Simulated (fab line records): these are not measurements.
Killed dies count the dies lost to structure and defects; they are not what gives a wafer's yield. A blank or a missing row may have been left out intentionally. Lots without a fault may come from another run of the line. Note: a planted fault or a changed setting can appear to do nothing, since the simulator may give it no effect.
fab line records	flow sky130	part 1 of 2: steps 1 to 26 of 41
record: lots: 5	wafers: 15	last-day: 49
route steps=708 shown FIELD_ISO@7 NWELL@32 DNWELL@35 PWDE@45
lots untouched by any fault: they come from a run of this same line in which no faults occurred
start-h: start of the lot's first displayed wafer, in hours after the record's first day	wait-h: hours elapsed since this lot's preceding step	" identical to the entry in the row above	L1.1+2: a row that stands for several wafers	- value missing, or start not given	* or withheld: withheld	< > ~ a bound
route shown NAME@n: names a module that has steps shown in the file, with the first one's number in the route	usual: the fault-free wafers' mean and standard deviation	same: alike in all rows	chamber/n: place in a boat	sites: the reading at each site	_std_site: how widely they spread, as a standard deviation	_edge_site: mean of outer sites minus mean of inner sites	radius-mm: how far each site lies from the wafer's centre	mask NAME#n: copy n	behind: the most recent tool/chamber to have shaped the wafer	hold: what put the lot on hold/how long, in hours/how the hold closed	device: which transistor (n, p or np) failed to switch	end of line: tests of these same wafers at the route's end	where a step has no rows: the recipe by itself	killed: at the first sort, the dies lost to defects and structure; wafer yield is something else	map: per-die view of a wafer (x killed, . not killed, _ where there is no die)
set.NAME: the run value of the setting; set.NAME@STEP: its run value at that earlier step	model.NAME: the simulator's own value behind a step, which no gauge read
lots at selected steps of the route; one table per step, one row per wafer
services: from which hour (start-h, from the record's first day; less than 0 if before it) a tool's chamber was out of use, for how many hours, and why
== steps ==
step: SKY_FIELD_ISO_HMDS_06
recipe: prime-time-s: 60	prime-temp-c: 120
lot.wafer	tool	chamber	start-h	wait-h
L074.4+5+6	litho-track-04	0	20.78	0.1
L076.1+4+6	litho-track-02	0	31.54	0.1
L078.1+3+5	litho-track-04	0	40.66	0.1
L088.1+2+3	litho-track-01	0	91.26	0.1
L093.3+5+6	litho-track-04	0	117.71	0.1
step: SKY_FIELD_ISO_COAT_07
recipe: resist: BARC	temp-c: withheld	time-s: withheld	spin-rpm: 3000	resist-thk-nm: 60
lot.wafer	tool	chamber	start-h	wait-h
L074.4+5+6	litho-track-04	0	20.93	0.1
L076.1+4+6	litho-track-02	0	31.69	0.1
L078.1+3+5	litho-track-04	0	40.81	0.1
L088.1+2+3	litho-track-01	0	91.41	0.1
L093.3+5+6	litho-track-04	0	117.86	0.1
step: SKY_FIELD_ISO_COAT_08
recipe: resist: KrF-thick	spin-rpm: 3000	resist-thk-nm: 450
lot.wafer	tool	chamber	start-h	wait-h
L074.4+5+6	litho-track-04	0	-	-
L076.1+4+6	litho-track-02	0	-	-
L078.1+3+5	litho-track-04	0	-	-
L088.1+2+3	litho-track-01	0	-	-
L093.3+5+6	litho-track-04	0	-	-
step: SKY_FIELD_ISO_SOFTBAKE_09
recipe: temp-c: 100	time-s: 90	resist: KrF-thick
lot.wafer	tool	chamber	start-h	wait-h
L074.4+5+6	litho-track-04	0	-	-
L076.1+4+6	litho-track-02	0	-	-
L078.1+3+5	litho-track-04	0	-	-
L088.1+2+3	litho-track-01	0	-	-
L093.3+5+6	litho-track-04	0	-	-
step: SKY_FIELD_ISO_EXPOSE_10
recipe: mask-id: FOM	na: 0.68	source-shape: annular	sigma-inner: 0.4	sigma-outer: 0.8	target-cd-nm: 150	dose-mj: 28
lot.wafer	tool	chamber	start-h	wait-h	mask
L074.4+5+6	krf-scanner-01	0	-	-	FOM#0
L076.1+4+6	krf-scanner-02	0	-	-	FOM#0
L078.1+3+5	krf-scanner-01	0	-	-	FOM#0
L088.1+2+3	krf-scanner-01	0	-	-	FOM#0
L093.3+5+6	krf-scanner-02	0	-	-	FOM#0
step: SKY_FIELD_ISO_PEB_11
recipe: peb-temp-c: withheld	peb-time-s: withheld	resist: KrF-thick
lot.wafer	tool	chamber	start-h	wait-h
L074.4+5+6	litho-track-01	0	-	-
L076.1+4+6	litho-track-01	0	-	-
L078.1+3+5	litho-track-04	0	-	-
L088.1+2+3	litho-track-04	0	-	-
L093.3+5+6	litho-track-02	0	-	-
step: SKY_FIELD_ISO_DEVELOP_12
recipe: develop-time-s: 60	resist: KrF-thick	dev-temp-c: 21
lot.wafer	tool	chamber	start-h	wait-h
L074.4+5+6	litho-track-01	0	-	-
L076.1+4+6	litho-track-01	0	-	-
L078.1+3+5	litho-track-04	0	-	-
L088.1+2+3	litho-track-04	0	-	-
L093.3+5+6	litho-track-02	0	-	-
step: SKY_FIELD_ISO_CD_MEAS_13
recipe: target-cd-nm: 150
usual: cd-nm: 149.6/1.6
lot.wafer	tool	chamber	start-h	wait-h	cd-nm
L074.4	cd-sem-01	-	29.17	-	149.7
L074.5	"	-	"	"	148.4
L074.6	"	-	"	"	149.7
L076.1	cd-sem-01	-	39.51	-	151.0
L076.4	"	-	"	"	150.6
L076.6	"	-	"	"	149.2
L078.1	cd-sem-01	-	48.86	-	149.4
L078.3	"	-	"	"	149.1
L078.5	"	-	"	"	148.9
L088.1	cd-sem-02	-	100.11	-	149.5
L088.2	"	-	"	"	148.1
L088.3	"	-	"	"	147.7
L093.3	cd-sem-01	-	127.63	-	152.4
L093.5	"	-	"	"	152.2
L093.6	"	-	"	"	150.9
step: SKY_FIELD_ISO_ETCH_14
recipe: chemistry: N2/H2	target: BARC	ion-energy-ev: 200	source-w: 500	bias-w: 100	pressure-mtorr: 30	n2-flow-sccm: 100	h2-flow-sccm: 200	stop-on: SiO2	time-s: 45.9	target-depth-a: 600
usual: drypump-motor-current-A: 5.8/0.41	oes-product-au: 0.854/0.0049	throttle-valve-pct: 13.225/0.0091
lot.wafer	tool	chamber	start-h	wait-h	drypump-motor-current-A	oes-product-au	rf-hours-counter-h	throttle-valve-pct
L074.4	rie-diel-03	3	29.25	0.1	5.9	0.860	-	13.231
L074.5	"	0	"	"	5.9	0.858	-	13.208
L074.6	"	1	"	"	5.6	0.850	-	13.244
L076.1	rie-diel-01	0	39.63	0.1	6.0	0.852	118	13.214
L076.4	"	2	"	"	5.8	0.853	92	13.231
L076.6	"	0	"	"	6.0	0.848	-	13.224
L078.1	rie-diel-04	1	48.98	0.1	6.2	0.852	92	13.213
L078.3	"	3	"	"	6.6	0.851	74	13.228
L078.5	"	3	"	"	6.6	0.865	-	13.216
L088.1	rie-diel-04	3	100.23	0.1	6.6	0.862	75	13.213
L088.2	"	2	"	"	5.7	0.864	151	13.217
L088.3	"	1	"	"	6.2	0.853	92	13.232
L093.3	rie-diel-04	2	127.71	0.1	5.7	0.849	151	13.238
L093.5	"	1	"	"	6.2	0.858	-	13.218
L093.6	"	2	"	"	5.7	0.859	-	13.236
step: SKY_FIELD_ISO_ETCH_15
recipe: chemistry: CHF3/O2	target-depth-nm: 180	stop-on: Si	source-w: 600	bias-w: 200	pressure-mtorr: 40	chf3-flow-sccm: 50	O2_flow_sccm: 5	time-s: 72
usual: drypump-motor-current-A: 5.8/0.41	oes-product-au: 0.949/0.0065	throttle-valve-pct: 8.845/0.009
lot.wafer	tool	chamber	start-h	wait-h	drypump-motor-current-A	oes-product-au	rf-hours-counter-h	throttle-valve-pct
L074.4	rie-diel-03	3	29.30	0.0	5.9	0.937	-	8.841
L074.5	"	0	"	"	5.8	0.949	-	8.848
L074.6	"	1	"	"	5.6	0.952	-	8.844
L076.1	rie-diel-01	0	39.67	0.0	6.0	0.942	118	8.843
L076.4	"	2	"	"	5.8	0.950	92	8.852
L076.6	"	0	"	"	6.0	0.943	-	8.855
L078.1	rie-diel-04	1	49.02	0.0	6.2	0.945	92	8.856
L078.3	"	3	"	"	6.6	0.952	74	8.848
L078.5	"	3	"	"	6.5	0.948	-	8.856
L088.1	rie-diel-04	3	100.27	0.0	6.6	0.946	75	8.850
L088.2	"	2	"	"	5.7	0.940	151	8.846
L088.3	"	1	"	"	6.2	0.943	92	8.833
L093.3	rie-diel-04	2	127.75	0.0	5.7	0.949	151	8.842
L093.5	"	1	"	"	6.2	0.949	-	8.842
L093.6	"	2	"	"	5.7	0.944	-	8.823
step: SKY_FIELD_ISO_STRIP_16
recipe: chemistry: O2/N2	power-w: 1400	pressure-mtorr: 1500	platen-temp-c: withheld	o2-flow-sccm: 3000	n2-flow-sccm: 300	overash-fraction: 0.5
usual: drypump-motor-current-A: 5.8/0.59	oes-product-au: 0.378/0.0044	strip-time-to-endpoint-s: 3.561/0.028
lot.wafer	tool	chamber	start-h	wait-h	drypump-motor-current-A	oes-product-au	rf-hours-counter-h	strip-time-to-endpoint-s
L074.4	plasma-asher-01	0	29.36	0.0	5.3	0.381	-	3.529
L074.5	"	0	"	"	5.3	0.373	-	3.539
L074.6	"	1	"	"	6.5	0.381	-	3.568
L076.1	plasma-asher-01	1	39.73	0.0	6.6	0.378	36	3.566
L076.4	"	0	"	"	5.3	0.374	-	3.571
L076.6	"	1	"	"	6.5	0.373	-	3.572
L078.1	plasma-asher-03	1	49.08	0.0	6.5	0.369	36	3.549
L078.3	"	0	"	"	5.2	0.377	-	3.556
L078.5	"	1	"	"	6.6	0.387	-	3.559
L088.1	plasma-asher-03	1	100.33	0.0	6.5	0.380	41	3.539
L088.2	"	0	"	"	5.2	0.381	41	3.537
L088.3	"	0	"	"	5.2	0.380	-	3.568
L093.3	plasma-asher-03	0	127.84	0.1	5.2	0.384	-	3.599
L093.5	"	0	"	"	5.2	0.373	-	3.601
L093.6	"	1	"	"	6.5	0.383	-	3.610
step: SKY_FIELD_ISO_ETCH_17
recipe: target-depth-a: 3420	mask-material: Si3N4	chemistry: HBr/Cl2/O2	target: Si	taper-deg: 5	icp-w: 600	bias-w: 150	pressure-mtorr: 15	HBr_flow_sccm: 150	Cl2_flow_sccm: 40	O2_flow_sccm: 6	time-s: 97.7
usual: HBr_flow_sccm: 150.0/0.41	drypump-motor-current-A: 5.5/0.61	oes-product-au: 1.002/0.0072	throttle-valve-pct: 25.654/0.01
lot.wafer	tool	chamber	start-h	wait-h	HBr_flow_sccm	drypump-motor-current-A	oes-product-au	rf-hours-counter-h	throttle-valve-pct
L074.4	rie-si-01	2	29.43	0.0	150.1	5.1	0.998	72	25.654
L074.5	"	0	"	"	150.5	6.5	0.999	-	25.662
L074.6	"	1	"	"	150.1	6.5	1.001	-	25.653
L076.1	rie-si-02	2	39.83	0.1	149.6	5.0	0.994	29	25.655
L076.4	"	0	"	"	150.4	5.4	1.008	34	25.650
L076.6	"	0	"	"	150.2	5.4	0.990	-	25.663
L078.1	rie-si-02	1	49.18	0.1	149.1	5.2	1.022	151	25.649
L078.3	"	0	"	"	150.1	5.4	1.001	34	25.656
L078.5	"	2	"	"	150.3	5.0	1.003	-	25.649
L088.1	rie-si-02	2	100.43	0.1	149.5	5.0	0.995	30	25.649
L088.2	"	1	"	"	150.3	5.2	0.998	0	25.629
L088.3	"	0	"	"	150.0	5.4	0.995	34	25.664
L093.3	rie-si-02	1	127.91	0.0	150.1	5.2	1.010	0	25.667
L093.5	"	3	"	"	150.2	4.9	1.004	-	25.661
L093.6	"	0	"	"	149.7	5.4	0.998	-	25.665
step: SKY_FIELD_ISO_WET_ETCH_18
recipe: chemistry: H3PO4	target-depth-nm: 25	temp-c: 160	target: Si3N4	time-s: 286
usual: temp-c: 160.06/0.12
lot.wafer	tool	chamber	start-h	wait-h	temp-c
L074.4	wet-bench-01	1	29.50	0.0	160.04
L074.5	"	1	"	"	160.04
L074.6	"	1	"	"	160.08
L076.1	wet-bench-02	2	39.90	0.0	160.37
L076.4	"	2	"	"	160.19
L076.6	"	2	"	"	160.28
L078.1	wet-bench-01	2	49.25	0.0	160.06
L078.3	"	2	"	"	160.06
L078.5	"	2	"	"	160.16
L088.1	wet-bench-02	2	100.50	0.0	160.17
L088.2	"	2	"	"	160.04
L088.3	"	2	"	"	160.11
L093.3	wet-bench-02	2	127.98	0.0	159.84
L093.5	"	2	"	"	159.99
L093.6	"	2	"	"	160.00
step: SKY_FIELD_ISO_CLEAN_19
recipe: chemistry: SC1/SC2	mix: 1:4:20	temp-c: 70	time-s: 150
usual: temp-c: 70.01/0.11
lot.wafer	tool	chamber	start-h	wait-h	temp-c
L074.4	wet-bench-04	2	29.67	0.0	69.76
L074.5	"	2	"	"	70.03
L074.6	"	2	"	"	69.97
L076.1	wet-bench-01	2	39.98	0.0	70.04
L076.4	"	2	"	"	70.18
L076.6	"	2	"	"	70.27
L078.1	wet-bench-04	0	49.42	0.0	69.98
L078.3	"	0	"	"	69.94
L078.5	"	0	"	"	69.85
L088.1	wet-bench-04	2	100.59	0.0	69.85
L088.2	"	2	"	"	70.01
L088.3	"	2	"	"	69.95
L093.3	wet-bench-01	1	128.08	0.0	70.04
L093.5	"	1	"	"	70.04
L093.6	"	1	"	"	69.80
step: SKY_FIELD_ISO_CLEAN_20
recipe: chemistry: dHF	time-s: 20	dilution: 100:1
lot.wafer	tool	chamber	start-h	wait-h
L074.4+5+6	wet-bench-02	0	29.72	0.0
L076.1+4+6	wet-bench-04	0	40.08	0.0
L078.1+3+5	wet-bench-02	2	49.47	0.0
L088.1+2+3	wet-bench-01	1	100.65	0.0
L093.3+5+6	wet-bench-04	2	128.18	0.0
step: SKY_FIELD_ISO_WET_ETCH_21
recipe: chemistry: dHF	dilution: 100:1	target-depth-nm: 20	dry: ipa-marangoni	target: SiO2	temp-c: 25	time-s: 400
usual: temp-c: 24.99/0.098
lot.wafer	tool	chamber	start-h	wait-h	temp-c
L074.4	wet-bench-01	0	29.74	0.0	25.17
L074.5	"	0	"	"	24.93
L074.6	"	0	"	"	25.16
L076.1	wet-bench-02	1	40.10	0.0	25.12
L076.4	"	1	"	"	25.02
L076.6	"	1	"	"	25.02
L078.1	wet-bench-01	2	49.49	0.0	24.88
L078.3	"	2	"	"	25.01
L078.5	"	2	"	"	24.84
L088.1	wet-bench-02	1	100.68	0.0	25.01
L088.2	"	1	"	"	25.23
L088.3	"	1	"	"	24.97
L093.3	wet-bench-02	2	128.20	0.0	25.00
L093.5	"	2	"	"	24.89
L093.6	"	2	"	"	24.88
step: SKY_FIELD_ISO_OXIDATION_22
recipe: temp-c: 950	ambient: O2	stabilise-s: 600	purge-s: 300	target-thk-a: 100	ox-time-s: 623
usual: spike-tc-bottom-C: 970/4.2
same: ox-time-s: 623
lot.wafer	tool	chamber	start-h	wait-h	spike-tc-bottom-C
L074.4	furnace-02	0	29.98	0.0	974
L074.5	"	0	"	"	974
L074.6	"	0	"	"	975
L076.1	furnace-01	0	42.64	2.4	964
L076.4	"	0	"	"	966
L076.6	"	0	"	"	965
L078.1	furnace-01	0	49.73	0.0	965
L078.3	"	0	"	"	965
L078.5	"	0	"	"	965
L088.1	furnace-02	0	103.15	2.3	973
L088.2	"	0	"	"	973
L088.3	"	0	"	"	973
L093.3	furnace-02	0	130.14	1.8	974
L093.5	"	0	"	"	973
L093.6	"	0	"	"	973
step: SKY_FIELD_ISO_THK_MEAS_23
recipe: reads: SiO2_of_FIELD_ISO_OXIDATION_22
usual: FIELD_ISO_OXIDATION_01_THK: 10.09/0.18
lot.wafer	tool	chamber	start-h	wait-h	FIELD_ISO_OXIDATION_01_THK[nm]
L074.4	film-metro-04	-	31.18	0.0	10.12
L074.5	"	-	"	"	10.23
L074.6	"	-	"	"	10.05
L076.1	film-metro-04	-	43.81	0.0	10.19
L076.4	"	-	"	"	10.14
L076.6	"	-	"	"	10.03
L078.1	film-metro-03	-	50.90	0.0	9.66
L078.3	"	-	"	"	10.02
L078.5	"	-	"	"	9.70
L088.1	film-metro-01	-	104.32	0.0	10.07
L088.2	"	-	"	"	10.21
L088.3	"	-	"	"	10.17
L093.3	film-metro-01	-	131.34	0.0	10.40
L093.5	"	-	"	"	10.21
L093.6	"	-	"	"	10.38
step: SKY_FIELD_ISO_CVD_24
recipe: material: SiO2	target-thk-nm: 595	temp-c: 650	sigma-open-frac: 0.3	time-s: 99.2	sih4-flow-sccm: 60	pressure-mtorr: 6
lot.wafer	tool	chamber	start-h	wait-h
L074.4+5+6	hdpcvd-01	0,2,1	31.24	0.1
L076.1+4+6	hdpcvd-02	1,1,2	43.87	0.1
L078.1+3+5	hdpcvd-01	0,1,0	50.96	0.1
L088.1+2+3	hdpcvd-01	0,1,2	104.38	0.1
L093.3+5+6	hdpcvd-02	2,1,2	131.38	0.0
step: SKY_FIELD_ISO_THK_MEAS_25
recipe: reads: SiO2_of_FIELD_ISO_CVD_24
usual: FIELD_ISO_CVD_24_THK: 594/4.9
lot.wafer	tool	chamber	start-h	wait-h	FIELD_ISO_CVD_24_THK[nm]
L074.4	film-metro-01	-	31.31	0.0	593
L074.5	"	-	"	"	584
L074.6	"	-	"	"	590
L076.1	film-metro-03	-	43.94	0.0	598
L076.4	"	-	"	"	595
L076.6	"	-	"	"	600
L078.1	film-metro-04	-	51.03	0.0	591
L078.3	"	-	"	"	598
L078.5	"	-	"	"	593
L088.1	film-metro-01	-	104.46	0.0	596
L088.2	"	-	"	"	592
L088.3	"	-	"	"	600
L093.3	film-metro-04	-	131.47	0.1	588
L093.5	"	-	"	"	583
L093.6	"	-	"	"	591
step: SKY_FIELD_ISO_ANNEAL_26
recipe: temp-c: 1000	time-s: 1800	ambient: N2
usual: spike-tc-bottom-C: 1019/4.4
lot.wafer	tool	chamber	start-h	wait-h	spike-tc-bottom-C
L074.4	furnace-02	0	31.34	0.0	1024
L074.5	"	0	"	"	1023
L074.6	"	0	"	"	1023
L076.1	furnace-02	0	46.10	2.1	1024
L076.4	"	0	"	"	1024
L076.6	"	0	"	"	1023
L078.1	furnace-02	0	52.02	1.0	1026
L078.3	"	0	"	"	1024
L078.5	"	0	"	"	1023
L088.1	furnace-01	0	104.94	0.5	1015
L088.2	"	0	"	"	1016
L088.3	"	0	"	"	1016
L093.3	furnace-02	0	134.33	2.9	1024
L093.5	"	0	"	"	1022
L093.6	"	0	"	"	1025
step: SKY_FIELD_ISO_CMP_27
recipe: stop-on: Si3N4	t-overpolish-s: 16	down-force-psi: 4	platen-rpm: 60	target-thk-nm: 457.8	pad-velocity-m-s: 0.94248
usual: motor-current-A: 11.8/1.1	overpolish-run-s: 16.001/0.0087	retaining-ring-pressure-frac: 1.000/0.0047	time-to-endpoint-s: 110/3.9
lot.wafer	tool	chamber	start-h	wait-h	motor-current-A	overpolish-run-s	retaining-ring-pressure-frac	time-to-endpoint-s
L074.4	cmp-01	0	32.89	0.1	11.0	16.008	0.990	115
L074.5	"	3	"	"	11.1	16.010	0.997	113
L074.6	"	0	"	"	10.8	15.991	1.000	117
L076.1	cmp-01	2	47.70	0.1	11.1	16.013	1.001	117
L076.4	"	3	"	"	11.0	16.006	0.997	116
L076.6	"	0	"	"	10.6	15.994	0.998	120
L078.1	cmp-01	1	53.62	0.1	13.9	16.002	0.996	114
L078.3	"	2	"	"	11.2	15.994	0.995	114
L078.5	"	3	"	"	11.4	16.012	1.000	111
L088.2	cmp-02	2	106.44	0.0	11.9	16.014	0.998	102
L088.3	"	3	"	"	11.5	16.006	1.000	113
L088.1	"	1	"	"	14.0	16.009	0.992	109
L093.3	cmp-01	2	135.93	0.1	11.7	16.011	1.001	102
L093.6	"	0	"	"	10.4	16.006	0.998	110
L093.5	"	1	"	"	13.2	16.007	0.994	105
step: SKY_FIELD_ISO_WET_ETCH_28
recipe: chemistry: dHF	target-depth-nm: 23.7	target: SiO2	dilution: 10:1	temp-c: 25	time-s: 47
usual: temp-c: 25.00/0.12
lot.wafer	tool	chamber	start-h	wait-h	temp-c
L074.4	wet-bench-01	1	33.14	0.2	24.90
L074.5	"	1	"	"	24.98
L074.6	"	1	"	"	25.07
L076.1	wet-bench-02	3	47.90	0.1	24.93
L076.4	"	3	"	"	25.17
L076.6	"	3	"	"	25.08
L078.1	wet-bench-04	1	53.82	0.1	24.84
L078.3	"	1	"	"	24.91
L078.5	"	1	"	"	25.05
L088.1	wet-bench-01	0	106.74	0.1	24.95
L088.2	"	0	"	"	24.77
L088.3	"	0	"	"	24.99
L093.3	wet-bench-02	2	136.13	0.1	24.95
L093.5	"	2	"	"	24.94
L093.6	"	2	"	"	24.97
step: SKY_FIELD_ISO_WET_ETCH_29
recipe: chemistry: H3PO4	target-depth-nm: 160	target: Si3N4	temp-c: 160	time-s: 1825
usual: temp-c: 159.99/0.15
lot.wafer	tool	chamber	start-h	wait-h	temp-c
L074.4	wet-bench-04	3	33.18	0.0	160.20
L074.5	"	3	"	"	160.01
L074.6	"	3	"	"	159.88
L076.1	wet-bench-01	3	47.92	0.0	159.95
L076.4	"	3	"	"	159.76
L076.6	"	3	"	"	159.91
L078.1	wet-bench-01	3	53.84	0.0	159.76
L078.3	"	3	"	"	160.05
L078.5	"	3	"	"	159.97
L088.1	wet-bench-02	0	106.78	0.0	160.16
L088.2	"	0	"	"	160.04
L088.3	"	0	"	"	160.02
L093.3	wet-bench-04	2	136.15	0.0	160.16
L093.5	"	2	"	"	160.04
L093.6	"	2	"	"	159.97
step: SKY_FIELD_ISO_WET_ETCH_30
recipe: chemistry: dHF	target-depth-nm: 25	target: SiO2	dilution: 10:1	temp-c: 25	time-s: 50
usual: temp-c: 24.99/0.12
lot.wafer	tool	chamber	start-h	wait-h	temp-c
L074.4	wet-bench-01	1	33.70	0.0	25.04
L074.5	"	1	"	"	24.99
L074.6	"	1	"	"	24.96
L076.1	wet-bench-04	3	48.95	0.0	24.97
L076.4	"	3	"	"	24.90
L076.6	"	3	"	"	25.09
L078.1	wet-bench-02	0	54.87	0.0	24.94
L078.3	"	0	"	"	24.97
L078.5	"	0	"	"	24.92
L088.1	wet-bench-01	1	107.35	0.0	25.09
L088.2	"	1	"	"	24.83
L088.3	"	1	"	"	25.08
L093.3	wet-bench-01	3	136.67	0.0	24.86
L093.5	"	3	"	"	25.00
L093.6	"	3	"	"	25.07
step: SKY_NWELL_CLEAN_00
recipe: chemistry: SC1/SC2	mix: 1:4:20	temp-c: 70	time-s: 150	dry: n2-spin
usual: temp-c: 70.00/0.12
lot.wafer	tool	chamber	start-h	wait-h	temp-c
L074.4	wet-bench-04	2	33.74	0.0	70.11
L074.5	"	2	"	"	70.04
L074.6	"	2	"	"	70.05
L076.1	wet-bench-02	0	48.97	0.0	70.10
L076.4	"	0	"	"	70.00
L076.6	"	0	"	"	70.05
L078.1	wet-bench-04	3	54.89	0.0	69.90
L078.3	"	3	"	"	69.84
L078.5	"	3	"	"	69.91
L088.1	wet-bench-04	3	107.39	0.0	70.05
L088.2	"	3	"	"	69.77
L088.3	"	3	"	"	69.87
L093.3	wet-bench-04	3	136.72	0.0	69.95
L093.5	"	3	"	"	69.84
L093.6	"	3	"	"	69.78
